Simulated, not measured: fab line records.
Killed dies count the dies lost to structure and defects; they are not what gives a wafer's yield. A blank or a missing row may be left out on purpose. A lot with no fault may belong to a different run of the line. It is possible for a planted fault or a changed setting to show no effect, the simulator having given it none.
fab line records	flow sky130
[record] lots = 5	wafers = 15	last_day = 51
route steps=708 shown VIA4@649 METAL5@661 PASSIVATION@681 PAD_OPEN@708
lots with no fault: from the same line, run without faults
start_h: hours from the record's opening day to when the first of the lot's shown wafers began	wait_h: hours since the lot's step before	" repeats the value in the row above	L1.1+2: a single row standing in for several wafers	- either no value or no given start	* or withheld: withheld	< > ~ a bound
route shown NAME@n: names a module that has steps shown in the file, with the first one's number in the route	usual: average and standard deviation across the fault-free wafers	same: alike in all rows	chamber/n: place in a boat	sites: each site's reading	_std_site: their standard deviation	_edge_site: the outer-site mean with the inner-site mean subtracted	radius_mm: for every site, how far away it sits from the centre of the wafer	mask NAME#n: copy n	behind: the most recent tool/chamber to have shaped the wafer	hold: the reason the lot was held/the length of the hold in hours/how it ended	device: which transistor (n, p or np) failed to switch	end of line: the tests these same wafers got at the end of their route	a step without rows: its recipe alone	killed: not the wafer's yield, but the dies lost to structure and defects at the first sort	map: the dies of a wafer, with x for killed, . for not killed, _ for no die there
set.NAME: the setting that was run; set.NAME@STEP: the one run at that earlier step	model.NAME: the simulator's own value behind a step, which no gauge read
lots at some steps of the route; a table a step, a row a wafer
services: when a tool's chamber went out of use (start_h, in hours from the record's first day, below 0 if earlier), for how many hours, and the reason
[[steps]]
[step SKY_VIA4_DEVELOP_10]
[recipe] resist = NOVOLAK	developer = TMAH	develop_time_s = 60	dev_temp_c = 23
[step SKY_VIA4_OVL_MEAS_11]
[usual] VIA4_OVL = 0.3/1.2
lot.wafer	tool	chamber	start_h	wait_h	VIA4_OVL[nm]
L657.3	overlay-01	-	1086.22	0.1	0.8
L657.4	"	-	"	"	-1.8
L657.5	"	-	"	"	0.2
L658.1	overlay-02	-	1097.15	0.1	2.1
L658.4	"	-	"	"	2.1
L658.6	"	-	"	"	2.1
L666.2	overlay-02	-	1135.46	0.1	0.0
L666.3	"	-	"	"	-0.7
L666.4	"	-	"	"	-0.7
L670.1	overlay-02	-	1155.65	0.1	0.4
L670.5	"	-	"	"	0.5
L670.6	"	-	"	"	1.7
L672.3	overlay-02	-	1170.57	0.1	-1.3
L672.5	"	-	"	"	0.3
L672.6	"	-	"	"	-0.9
[step SKY_VIA4_ETCH_12]
[recipe] target = SiO2	chemistry = C4F8/O2/Ar	stop_on = TiN	mask_material = NOVOLAK	source_w = 1500	bias_w = 1200	pressure_mtorr = 40	c4f8_flow_sccm = withheld	O2_flow_sccm = 6	Ar_flow_sccm = 300	time_s = withheld	target_depth_a = 5800
[usual] oes_product_au = 0.926/0.0045
lot.wafer	tool	chamber	start_h	wait_h	oes_product_au
L657.3	rie_diel-02	3	1086.24	0.0	0.928
L657.4	"	2	"	"	0.927
L657.5	"	2	"	"	0.932
L658.1	rie_diel-02	2	1097.19	0.0	0.921
L658.4	"	1	"	"	0.927
L658.6	"	3	"	"	0.926
L666.2	rie_diel-04	2	1135.49	0.0	0.922
L666.3	"	0	"	"	0.923
L666.4	"	1	"	"	0.920
L670.1	rie_diel-02	3	1155.69	0.0	0.925
L670.5	"	3	"	"	0.924
L670.6	"	2	"	"	0.923
L672.3	rie_diel-03	0	1170.59	0.0	0.931
L672.5	"	0	"	"	0.929
L672.6	"	1	"	"	0.925
[step SKY_VIA4_STRIP_13]
[recipe] chemistry = O2/N2	power_w = 1400	pressure_mtorr = 1500	platen_temp_c = withheld	o2_flow_sccm = 3000	n2_flow_sccm = 300	overash_fraction = 0.5
[usual] drypump_motor_current_A = 5.9/0.64	oes_product_au = 0.709/0.0049	strip_time_to_endpoint_s = 12.81/0.035
lot.wafer	tool	chamber	start_h	wait_h	drypump_motor_current_A	oes_product_au	rf_hours_counter_h	strip_time_to_endpoint_s
L657.3	plasma_asher-02	1	1086.35	-	6.6	0.713	-	12.83
L657.4	"	0	"	"	4.8	0.712	-	12.80
L657.5	"	1	"	"	6.7	0.705	-	12.82
L658.1	plasma_asher-02	0	1097.26	-	4.8	0.705	96	12.82
L658.4	"	1	"	"	6.7	0.704	-	12.86
L658.6	"	0	"	"	4.8	0.712	-	12.86
L666.2	plasma_asher-02	1	1135.56	-	6.7	0.708	99	12.75
L666.3	"	1	"	"	6.6	0.704	-	12.75
L666.4	"	0	"	"	4.8	0.708	-	12.76
L670.1	plasma_asher-03	0	1155.76	-	5.8	0.712	9	12.84
L670.5	"	1	"	"	5.2	0.717	-	12.79
L670.6	"	0	"	"	5.8	0.709	-	12.84
L672.3	plasma_asher-01	1	1170.70	-	6.6	0.709	-	12.81
L672.5	"	1	"	"	6.6	0.713	-	12.84
L672.6	"	0	"	"	5.8	0.715	-	12.77
[step SKY_VIA4_STRIP_14]
[recipe] chemistry = post_etch_residue_remover	time_s = 1200	temp_c = 72.5
[step SKY_VIA4_CLEAN_15]
[recipe] chemistry = IPA	time_s = 180	temp_c = 25
[step SKY_VIA4_CLEAN_16]
[recipe] chemistry = O3/DIW	dry = n2_spin
[step SKY_VIA4_SPUTTER_17]
[recipe] material = TiN	target_thk_nm = 20	chamber_pressure_pa = 5	power_w = 4000	time_s = 80
[step SKY_VIA4_CVD_18]
[recipe] material = W	target_thk_nm = 505	time_s = 152.14	temp_c = 400	pressure_torr = 40
[step SKY_VIA4_RS_MEAS_19]
[recipe] thk_meas_gauge = four-point-probe	reads = W_of_VIA4_CVD_18+TiN_of_VIA4_SPUTTER_17
[usual] VIA4_W_RS = 0.225/0.004
lot.wafer	tool	chamber	start_h	wait_h	VIA4_W_RS[ohm/sq]
L657.3	film_metro-01	-	1087.16	0.1	0.227
L657.4	"	-	"	"	0.225
L657.5	"	-	"	"	0.224
L658.1	film_metro-02	-	1098.10	0.1	0.221
L658.4	"	-	"	"	0.224
L658.6	"	-	"	"	0.224
L666.2	film_metro-02	-	1136.46	0.1	0.223
L666.3	"	-	"	"	0.225
L666.4	"	-	"	"	0.228
L670.1	film_metro-01	-	1156.57	0.1	0.231
L670.5	"	-	"	"	0.223
L670.6	"	-	"	"	0.228
L672.3	film_metro-03	-	1171.52	0.1	0.225
L672.5	"	-	"	"	0.227
L672.6	"	-	"	"	0.218
[step SKY_VIA4_THK_MEAS_20]
[recipe] thk_meas_gauge = xrf	reads = W_of_VIA4_CVD_18
[usual] VIA4_W_THK = 516/11
lot.wafer	tool	chamber	start_h	wait_h	VIA4_W_THK[nm]
L657.3	film_metro-01	-	1087.26	0.1	511
L657.4	"	-	"	"	513
L657.5	"	-	"	"	515
L658.1	film_metro-02	-	1098.22	0.1	520
L658.4	"	-	"	"	511
L658.6	"	-	"	"	509
L666.2	film_metro-02	-	1136.57	0.1	515
L666.3	"	-	"	"	509
L666.4	"	-	"	"	503
L670.1	film_metro-01	-	1156.69	0.1	497
L670.5	"	-	"	"	512
L670.6	"	-	"	"	502
L672.3	film_metro-03	-	1171.62	0.1	527
L672.5	"	-	"	"	520
L672.6	"	-	"	"	541
[step SKY_VIA4_CMP_21]
[recipe] stop_on = SiO2	t_overpolish_s = 25	down_force_psi = 3.5	platen_rpm = 60	target_thk_nm = 0	pad_velocity_m_s = 0.94248
[step SKY_METAL5_SPUTTER_00]
[recipe] material = Ti	target_thk_nm = 15	power_w = 3000	time_s = 10	chamber_pressure_pa = 0.4
[usual] throttle_valve_pct = 30.2/1.1
[same] time_s = 10
lot.wafer	tool	chamber	start_h	wait_h	throttle_valve_pct
L657.3	pvd_sputter-01	-	1087.81	0.1	30.0
L657.4	"	-	"	"	30.3
L657.5	"	-	"	"	29.9
L658.1	pvd_sputter-04	-	1098.58	0.1	31.0
L658.4	"	-	"	"	30.3
L658.6	"	-	"	"	30.9
L666.2	pvd_sputter-04	-	1136.92	0.2	30.5
L666.3	"	-	"	"	31.1
L666.4	"	-	"	"	30.7
L670.1	pvd_sputter-03	-	1157.05	0.1	30.5
L670.5	"	-	"	"	31.7
L670.6	"	-	"	"	30.3
L672.3	pvd_sputter-01	-	1171.96	0.1	30.1
L672.5	"	-	"	"	31.1
L672.6	"	-	"	"	27.6
[step SKY_METAL5_SPUTTER_01]
[recipe] material = TiN	target_thk_nm = 20	power_w = 6500	time_s = 16.7	chamber_pressure_pa = 0.4
[step SKY_METAL5_SPUTTER_02]
[recipe] material = AlCu	target_thk_nm = 1150	power_w = 10600	time_s = 61.2	chamber_pressure_pa = 0.4
[step SKY_METAL5_SPUTTER_03]
[recipe] material = Ti	target_thk_nm = 5	power_w = 3000	time_s = 3.3	chamber_pressure_pa = 0.4193
[step SKY_METAL5_SPUTTER_04]
[recipe] material = TiN	target_thk_nm = 70	power_w = 6500	time_s = 58.3	chamber_pressure_pa = 0.4
[usual] throttle_valve_pct = 30.2/1.1
[same] time_s = 58.3
lot.wafer	tool	chamber	start_h	wait_h	throttle_valve_pct
L657.3	pvd_sputter-01	-	1087.93	0.0	30.1
L657.4	"	-	"	"	30.3
L657.5	"	-	"	"	29.9
L658.1	pvd_sputter-04	-	1098.70	0.0	31.0
L658.4	"	-	"	"	30.3
L658.6	"	-	"	"	31.0
L666.2	pvd_sputter-04	-	1137.04	0.0	30.6
L666.3	"	-	"	"	31.0
L666.4	"	-	"	"	30.5
L670.1	pvd_sputter-03	-	1157.16	0.0	30.3
L670.5	"	-	"	"	31.9
L670.6	"	-	"	"	30.6
L672.3	pvd_sputter-01	-	1172.10	0.0	30.4
L672.5	"	-	"	"	31.0
L672.6	"	-	"	"	27.5
[step SKY_METAL5_RS_MEAS_05]
[recipe] thk_meas_gauge = four-point-probe	reads = TiN_of_METAL5_SPUTTER_04+Ti_of_METAL5_SPUTTER_03+AlCu_of_METAL5_SPUTTER_02+TiN_of_METAL5_SPUTTER_01+Ti_of_METAL5_SPUTTER_00
[usual] METAL5_ALCU_RS = 0.02702/0.00025
lot.wafer	tool	chamber	start_h	wait_h	METAL5_ALCU_RS[ohm/sq]
L657.3	film_metro-02	-	1088.02	0.1	0.02729
L657.4	"	-	"	"	0.02707
L657.5	"	-	"	"	0.02719
L658.1	film_metro-04	-	1098.75	0.0	0.02675
L658.4	"	-	"	"	0.0265
L658.6	"	-	"	"	0.02708
L666.2	film_metro-03	-	1137.11	0.0	0.02701
L666.3	"	-	"	"	0.02685
L666.4	"	-	"	"	0.02734
L670.1	film_metro-02	-	1157.21	0.0	0.02701
L670.5	"	-	"	"	0.02665
L670.6	"	-	"	"	0.02697
L672.3	film_metro-04	-	1172.19	0.1	0.02707
L672.5	"	-	"	"	0.02689
L672.6	"	-	"	"	0.02698
[step SKY_METAL5_THK_MEAS_06]
[recipe] thk_meas_gauge = xrf	reads = AlCu_of_METAL5_SPUTTER_02
[usual] METAL5_ALCU_THK = 1133/12
lot.wafer	tool	chamber	start_h	wait_h	METAL5_ALCU_THK[nm]
L657.3	film_metro-02	-	1088.12	0.1	1132
L657.4	"	-	"	"	1137
L657.5	"	-	"	"	1129
L658.1	film_metro-04	-	1098.87	0.1	1146
L658.4	"	-	"	"	1160
L658.6	"	-	"	"	1132
L666.2	film_metro-03	-	1137.22	0.1	1124
L666.3	"	-	"	"	1125
L666.4	"	-	"	"	1110
L670.1	film_metro-02	-	1157.33	0.1	1130
L670.5	"	-	"	"	1146
L670.6	"	-	"	"	1129
L672.3	film_metro-04	-	1172.29	0.1	1142
L672.5	"	-	"	"	1148
L672.6	"	-	"	"	1144
[step SKY_METAL5_DEHYDRATE_07]
[recipe] temp_c = 200	time_s = 60
[step SKY_METAL5_HMDS_08]
[recipe] prime_time_s = 60	prime_temp_c = 120
[step SKY_METAL5_COAT_09]
[recipe] resist = NOVOLAK	spin_rpm = 3000	resist_thk_nm = 1800
[step SKY_METAL5_SOFTBAKE_10]
[recipe] temp_c = 90	time_s = 57.01	resist = NOVOLAK
[step SKY_METAL5_EXPOSE_11]
[recipe] mask_id = MM5	na = 0.6	source_shape = conventional	sigma_outer = 0.6	polarization = unpolarized	target_cd_nm = 1600	dose_mj = 190
[step SKY_METAL5_PEB_12]
[recipe] temp_c = withheld	time_s = *	resist = NOVOLAK
[step SKY_METAL5_DEVELOP_13]
[recipe] resist = NOVOLAK	developer = TMAH	develop_time_s = 60	dev_temp_c = 23
[step SKY_METAL5_DESCUM_14]
[recipe] chemistry = O2	source_power_w = 150	bias_power_w = 0	pressure_mtorr = 10	temp_c = 40	time_s = 11
[step SKY_METAL5_METAL_ETCH_15]
[recipe] target_depth_a = 12600	stop_on = SiO2	over_etch_frac = 0.2	time_s = 252	chemistry = Cl2/BCl3	resist_sidewall_deg = 86	pressure_mtorr = 10	icp_w = 900	bias_w = 48.5	Cl2_flow_sccm = 60	bcl3_flow_sccm = 30
[usual] bcl3_flow_sccm = 30.00/0.095	drypump_motor_current_A = 5.6/0.46	oes_product_au = 0.894/0.0049	throttle_valve_pct = 22.264/0.0091
[same] time_s = 252
lot.wafer	tool	chamber	start_h	wait_h	bcl3_flow_sccm	drypump_motor_current_A	oes_product_au	rf_hours_counter_h	throttle_valve_pct
L657.3	rie_metal-02	1	1109.50	0.1	29.98	6.3	0.893	-	22.262
L657.4	"	0	"	"	30.11	5.4	0.891	-	22.279
L657.5	"	1	"	"	29.94	6.3	0.894	-	22.278
L658.1	rie_metal-01	1	1119.68	0.0	30.02	5.1	0.895	4	22.273
L658.4	"	1	"	"	30.01	5.1	0.893	-	22.244
L658.6	"	0	"	"	29.96	5.8	0.889	-	22.268
L666.2	rie_metal-02	0	1157.87	0.0	30.06	5.4	0.889	17	22.283
L666.3	"	1	"	"	29.93	6.3	0.898	-	22.268
L666.4	"	0	"	"	30.07	5.4	0.898	-	22.272
L670.1	rie_metal-02	1	1176.24	0.0	29.92	6.3	0.902	25	22.264
L670.5	"	1	"	"	29.91	6.3	0.897	-	22.272
L670.6	"	0	"	"	29.93	5.3	0.888	-	22.265
L672.3	rie_metal-02	0	1190.66	0.1	30.02	5.4	0.892	-	22.270
L672.5	"	0	"	"	30.08	5.4	0.898	-	22.259
L672.6	"	1	"	"	29.98	6.3	0.898	-	22.261
[step SKY_METAL5_STRIP_16]
[recipe] chemistry = O2/N2	power_w = 1400	pressure_mtorr = 1500	platen_temp_c = withheld	o2_flow_sccm = 3000	n2_flow_sccm = 300	overash_fraction = 0.5
[step SKY_METAL5_STRIP_17]
[recipe] chemistry = post_etch_residue_remover	time_s = 1200	temp_c = 72.5
[step SKY_METAL5_CLEAN_18]
[recipe] chemistry = IPA	time_s = 180	temp_c = 25
[step SKY_METAL5_CLEAN_19]
[recipe] chemistry = O3/DIW	dry = n2_spin
[step SKY_PASSIVATION_CVD_00]
[recipe] material = SiO2	target_thk_nm = 90	temp_c = 400	time_s = withheld	rf_w = 600
[usual] heater_power_w = 671/87
lot.wafer	tool	chamber	start_h	wait_h	heater_power_w
L657.3	pecvd-01	0	1110.26	0.0	652
L657.4	"	1	"	"	783
L657.5	"	0	"	"	673
L658.1	pecvd-01	1	1120.51	0.0	736
L658.4	"	1	"	"	712
L658.6	"	2	"	"	570
L666.2	pecvd-04	2	1158.70	0.0	713
L666.3	"	0	"	"	478
L666.4	"	2	"	"	703
L670.1	pecvd-01	0	1177.06	0.0	681
L670.5	"	2	"	"	557
L670.6	"	1	"	"	763
L672.3	pecvd-01	0	1191.47	0.0	733
L672.5	"	1	"	"	726
L672.6	"	0	"	"	588
[step SKY_PASSIVATION_THK_MEAS_01]
[recipe] reads = SiO2_of_PASSIVATION_CVD_00
[usual] PASSIVATION_CVD_00_THK = 89.8/1.1
lot.wafer	tool	chamber	start_h	wait_h	PASSIVATION_CVD_00_THK[nm]
L657.3	film_metro-03	-	1110.30	-	87.8
L657.4	"	-	"	"	89.5
L657.5	"	-	"	"	89.7
L658.1	film_metro-01	-	1120.53	-	88.6
L658.4	"	-	"	"	90.3
L658.6	"	-	"	"	89.3
L666.2	film_metro-04	-	1158.73	-	89.3
L666.3	"	-	"	"	90.3
L666.4	"	-	"	"	90.7
L670.1	film_metro-04	-	1177.09	-	89.4
L670.5	"	-	"	"	90.9
L670.6	"	-	"	"	90.0
L672.3	film_metro-04	-	1191.51	-	88.7
L672.5	"	-	"	"	89.6
L672.6	"	-	"	"	88.9
[step SKY_PASSIVATION_CVD_02]
[recipe] material = Si3N4	target_thk_nm = 540	temp_c = 400	time_s = withheld	rf_w = 450
[step SKY_PASSIVATION_THK_MEAS_03]
[recipe] reads = Si3N4_of_PASSIVATION_CVD_02
[usual] PASSIVATION_CVD_02_THK = 542/6.5
lot.wafer	tool	chamber	start_h	wait_h	PASSIVATION_CVD_02_THK[nm]
L657.3	film_metro-03	-	1110.59	-	545
L657.4	"	-	"	"	552
L657.5	"	-	"	"	547
L658.1	film_metro-01	-	1120.82	-	547
L658.4	"	-	"	"	554
L658.6	"	-	"	"	551
L666.2	film_metro-04	-	1159.02	-	542
L666.3	"	-	"	"	532
L666.4	"	-	"	"	537
L670.1	film_metro-03	-	1177.37	-	539
L670.5	"	-	"	"	547
L670.6	"	-	"	"	554
L672.3	film_metro-01	-	1191.80	-	525
L672.5	"	-	"	"	535
L672.6	"	-	"	"	546
[step SKY_PASSIVATION_DEHYDRATE_04]
[recipe] temp_c = 200	time_s = 60
[step SKY_PASSIVATION_HMDS_05]
[recipe] prime_time_s = 60	prime_temp_c = 120
[step SKY_PASSIVATION_COAT_06]
[recipe] spin_rpm = 2000	resist_thk_nm = 3000
[step SKY_PASSIVATION_SOFTBAKE_07]
[recipe] temp_c = 110	time_s = withheld
[step SKY_PASSIVATION_EXPOSE_08]
[recipe] mask_id = NSM	target_cd_nm = 3000	na = 0.57	dose_mj = 260
[step SKY_PASSIVATION_PEB_09]
[recipe] temp_c = 115	time_s = withheld
[step SKY_PAD_OPEN_PROBE_99]
[usual] defect_limited_yield = 82.5/1.9	killed_at_M0_to_M3 = 43/6.4	killed_at_M4_up = 3.3/1.9	killed_at_contacts = 24/5.7	killed_at_front_end = 15/4.7	killed_at_other = 0.3/0.48	killed_dies = 86/9.2	killed_on_rim = 17/3.4	killed_open = 47/7	killed_short = 39/6.5	sort_bin_3_pad_short = 0.8/0.38	sort_bin_5_function = 10.3/1.4	sort_bin_6_memory = 6.3/1.1	sort_n_pass = 406/9.2	sort_yield_pct = 82.5/1.9
[same] gross_dies = 492	killed_at_back_side = 0	sort_bin_4_leakage[%] = 0	sort_bin_8_speed[%] = 0
lot.wafer	tool	chamber	start_h	wait_h	defect_limited_yield[%]	killed_at_M0_to_M3	killed_at_M4_up	killed_at_contacts	killed_at_front_end	killed_at_other	killed_dies	killed_on_rim	killed_open	killed_short	sort_bin_3_pad_short[%]	sort_bin_5_function[%]	sort_bin_6_memory[%]	sort_n_pass	sort_yield_pct[%]	model.etest.tester.sort_n_pass	model.etest.tester.sort_yield_pct	model.etest.tester.sort_bin_5_pct	model.etest.tester.sort_bin_3_pct
L657.3	prober-02	-	1154.78	0.2	83.5	36	3	30	12	0	81	19	46	35	0.2	10.8	5.5	411	83.5	411	83.54	10.77	0.2033
L657.4	prober-02	-	1154.83	0.2	82.7	36	6	29	14	0	85	17	42	42	0.8	9.8	6.7	407	82.7	407	82.72	9.756	0.813
L657.5	prober-02	-	1154.88	0.2	80.1	42	5	30	21	0	98	14	54	43	0.6	12.0	7.3	394	80.1	394	80.08	11.99	0.6098
L658.1	prober-01	-	1163.80	0.1	80.9	53	3	24	14	0	94	16	56	38	0.8	11.8	6.5	398	80.9	398	80.89	11.79	0.813
L658.4	prober-01	-	1163.95	0.2	82.9	48	2	21	13	0	84	15	43	41	0.6	10.4	6.1	408	82.9	408	82.93	10.37	0.6098
L658.6	prober-01	-	1164.05	0.2	82.5	46	1	25	13	1	86	13	45	40	1.6	7.5	8.3	406	82.5	406	82.52	7.52	1.626
L666.2	prober-01	-	1198.00	0.1	85.8	33	4	21	12	0	70	12	33	36	0.2	8.1	5.9	422	85.8	422	85.77	8.13	0.2033
L666.3	prober-01	-	1198.05	0.2	83.7	44	2	21	13	0	80	15	47	32	1.0	9.6	5.7	412	83.7	412	83.74	9.553	1.016
L666.4	prober-01	-	1198.10	0.2	72.6	28	62	26	17	2	135	29	42	32	4.7	16.3	6.5	357	72.6	357	72.56	16.26	4.675
L670.1	prober-01	-	1211.36	0.1	83.9	35	5	17	22	0	79	17	38	41	1.0	7.3	7.7	413	83.9	413	83.94	7.317	1.016
L670.5	prober-01	-	1211.56	0.2	83.7	35	3	15	27	0	80	15	43	37	1.6	9.8	4.9	412	83.7	412	83.74	9.756	1.626
L670.6	prober-01	-	1211.61	0.2	82.5	33	3	27	23	0	86	10	43	43	1.6	8.9	6.9	406	82.5	406	82.52	8.943	1.626
L672.3	prober-01	-	1223.15	0.2	82.1	53	2	15	18	0	88	16	43	44	0.8	10.8	6.3	404	82.1	404	82.11	10.77	0.813
L672.5	prober-01	-	1223.25	0.2	82.9	42	1	27	13	1	84	16	56	27	0.2	9.6	7.3	408	82.9	408	82.93	9.553	0.2033
L672.6	prober-01	-	1223.30	0.2	82.9	42	5	24	13	0	84	16	44	39	1.6	9.6	5.9	408	82.9	408	82.93	9.553	1.626
// killed by level:class
L657.3 CONTACT:geometric_particle:open=12 VIA1:geometric_particle:open=9 LOCAL_INTERCONNECT:geometric_particle:short=7 METAL1:geometric_particle:short=5 FIELD_ISO:geometric_particle:open=4 LI_CONTACT:geometric_particle:open=4 METAL2:geometric_particle:short=4 VIA2:geometric_particle:open=4
L657.4 LOCAL_INTERCONNECT:geometric_particle:short=10 VIA2:geometric_particle:open=8 CONTACT:geometric_particle:open=6 VIA2:geometric_particle:short=6 VIA1:geometric_particle:open=5 VIA3:geometric_particle:open=5 POLY_GATE:geometric_particle:open=4 LI_CONTACT:geometric_particle:short=4
L657.5 CONTACT:geometric_particle:open=10 LI_CONTACT:geometric_particle:open=9 VIA3:geometric_particle:open=8 VIA1:geometric_particle:open=8 FIELD_ISO:geometric_particle:short=7 CONTACT:geometric_particle:short=6 POLY_GATE:geometric_particle:open=5 METAL1:geometric_particle:short=5
L658.1 VIA1:geometric_particle:open=13 LI_CONTACT:geometric_particle:open=8 VIA2:geometric_particle:open=7 CONTACT:geometric_particle:open=7 VIA1:geometric_particle:short=6 FIELD_ISO:geometric_particle:open=5 METAL1:geometric_particle:short=5 METAL2:geometric_particle:short=5
L658.4 VIA1:geometric_particle:open=12 CONTACT:geometric_particle:open=10 VIA1:geometric_particle:short=8 METAL2:geometric_particle:short=8 METAL1:geometric_particle:short=7 VIA3:geometric_particle:open=6 VIA2:geometric_particle:open=5 FIELD_ISO:geometric_particle:short=4
L658.6 CONTACT:geometric_particle:open=11 VIA2:geometric_particle:open=9 METAL2:geometric_particle:short=7 POLY_GATE:geometric_particle:short=7 VIA1:geometric_particle:open=7 METAL1:geometric_particle:short=6 CONTACT:geometric_particle:short=6 LI_CONTACT:geometric_particle:open=3
L666.2 LI_CONTACT:geometric_particle:open=8 METAL2:geometric_particle:short=7 VIA2:geometric_particle:open=6 CONTACT:geometric_particle:open=5 VIA1:geometric_particle:open=5 POLY_GATE:geometric_particle:open=4 CONTACT:geometric_particle:short=4 VIA1:geometric_particle:short=4
L666.3 VIA1:geometric_particle:open=19 CONTACT:geometric_particle:open=7 POLY_GATE:geometric_particle:short=6 VIA2:geometric_particle:open=6 LI_CONTACT:geometric_particle:open=5 VIA1:geometric_particle:short=5 LOCAL_INTERCONNECT:geometric_particle:short=4 CONTACT:geometric_particle:short=4
L666.4 METAL5:unspecified=60 LI_CONTACT:geometric_particle:open=7 CONTACT:geometric_particle:open=7 POLY_GATE:geometric_particle:open=5 VIA3:geometric_particle:open=5 FIELD_ISO:geometric_particle:short=4 FIELD_ISO:geometric_particle:open=4 LI_CONTACT:geometric_particle:short=4
L670.1 POLY_GATE:geometric_particle:open=8 VIA1:geometric_particle:short=7 VIA2:geometric_particle:open=6 VIA1:geometric_particle:open=5 LOCAL_INTERCONNECT:geometric_particle:short=5 METAL2:geometric_particle:short=5 POLY_GATE:geometric_particle:short=4 LI_CONTACT:geometric_particle:open=4
L670.5 VIA1:geometric_particle:open=15 POLY_GATE:geometric_particle:open=9 POLY_GATE:geometric_particle:short=6 FIELD_ISO:geometric_particle:short=5 CONTACT:geometric_particle:short=4 CONTACT:geometric_particle:open=4 METAL1:geometric_particle:short=4 VIA3:geometric_particle:open=4
L670.6 VIA1:geometric_particle:open=10 CONTACT:geometric_particle:open=9 LOCAL_INTERCONNECT:geometric_particle:short=7 FIELD_ISO:geometric_particle:short=6 VIA2:geometric_particle:open=6 CONTACT:geometric_particle:short=6 FIELD_ISO:geometric_particle:open=5 POLY_GATE:geometric_particle:open=5
L672.3 VIA1:geometric_particle:open=14 VIA2:geometric_particle:open=9 VIA3:geometric_particle:open=6 POLY_GATE:geometric_particle:short=5 LI_CONTACT:geometric_particle:open=5 VIA1:geometric_particle:short=5 METAL2:geometric_particle:short=5 VIA2:geometric_particle:short=5
L672.5 VIA1:geometric_particle:open=15 CONTACT:geometric_particle:open=12 VIA2:geometric_particle:open=7 LI_CONTACT:geometric_particle:open=6 VIA1:geometric_particle:short=5 VIA3:geometric_particle:open=5 FIELD_ISO:geometric_particle:open=4 METAL1:geometric_particle:short=4
L672.6 VIA2:geometric_particle:open=9 CONTACT:geometric_particle:open=8 VIA1:geometric_particle:open=7 METAL2:geometric_particle:short=6 LOCAL_INTERCONNECT:geometric_particle:short=5 CONTACT:geometric_particle:short=5 VIA3:geometric_particle:open=5 FIELD_ISO:geometric_particle:short=4
// map L666.4 (x killed, . not)
__________....x..x.._________
________.............._______
______.x...xx.....xxx..x_____
_____....x....x........xx____
____.......x.x.x..........___
___x..............x..x.....__
__xx...x...................x_
_......x.x.............xx....
_......x...........x..x......
_..x...xxxx............x....x
_...........x..x.xx...xx.x.x.
_.................x....x.....
_...x.......xx........x.x....
_....x............xx..x...xx.
_....x..x...x....xx.x.x......
__...x.........x.xxxxx......_
___x.........xxxxxxxxxxx.xx__
____.......xxx.xxxxxxxxx..___
_____.........xxxxxxxxxx.____
______.xxx.x..xxxxxxxxxx_____
________.......xxxxxxx_______
__________....xxxxxx_________
// map L658.1 (x killed, . not)
__________........x._________
________..........x..._______
______.x....x..x..x....x_____
_____....x....x....x.x...____
____..x...x...x...........___
___x................x..x...__
__...............x.....xx..._
_..x.....x........x...x...x..
_........x.....xx.x..x.x....x
_x...x...x...x.x...........xx
_.x..x.x....x...xx..xx...x...
_.x...x...x...x......x.......
_...x......x.x.......x....x..
_xxx......xx....xx....x......
_..x.........x........x.x....
__.......x...x.............._
___x.......xx..............__
____.....x...........xx.x.___
_____.x.......x.....x....____
______..xx....x.xx.x...._____
________..x..x...x...._______
__________x.......xx_________
[[services]]
tool	chamber	start_h	hours	kind
plasma_asher-03	0	1064.25	-	clean
pvd_sputter-03	-	1066.26	3.9	repair
plasma_asher-02	-	1071.60	11.2	repair
pvd_sputter-01	3	1084.71	-	consumable_replace:kit
pvd_sputter-01	3	1084.71	18.0	scheduled_down
pvd_sputter-01	3	1084.71	18.0	vent_cycle
pvd_sputter-01	-	1090.70	10.6	repair
plasma_asher-01	-	1093.24	3.8	repair
pecvd-01	2	1095.94	20.7	repair
rie_diel-04	-	1101.46	14.6	pm
pecvd-04	-	1126.42	14.6	pm
rie_metal-02	-	1132.69	1.4	pm
pvd_sputter-04	3	1137.09	-	consumable_replace:kit
pvd_sputter-04	3	1137.09	18.0	scheduled_down
pvd_sputter-04	3	1137.09	18.0	vent_cycle
pecvd-04	0	1151.76	4.7	repair
pvd_sputter-03	2	1174.40	-	consumable_replace:kit
pvd_sputter-03	2	1174.40	18.0	scheduled_down
pvd_sputter-03	2	1174.40	18.0	vent_cycle
plasma_asher-01	-	1180.60	1.2	repair
pvd_sputter-03	-	1182.59	2.8	repair
rie_diel-04	3	1186.68	5.5	repair
rie_diel-03	1	1189.67	2.9	repair
plasma_asher-02	-	1191.23	2.8	pm
[[key]]
[first_sign] step = SKY_PAD_OPEN_PROBE_99	reading = killed_at_M4_up	direction = up	sigmas = 31	usual = 3.3	struck = 62
[effect] step = SKY_PAD_OPEN_PROBE_99	reading = sort_bin_3_pad_short	direction = up	sigmas = 10	usual = 0.8	struck = 4.7
[model_effect] step = SKY_PAD_OPEN_PROBE_99	value = etest.tester.sort_n_pass	without = 408	struck = 357
met_at SKY_METAL5_SPUTTER_00
struck_wafers L666.4
[fault] kind = chamber_particle_source	tool = pvd_sputter-04	chamber = -	onset_h = 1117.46	steps = SKY_METAL5_SPUTTER_00	rate_per_visit_cm2 = 1.8109	end_h = 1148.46	scope = struck_wafers_only
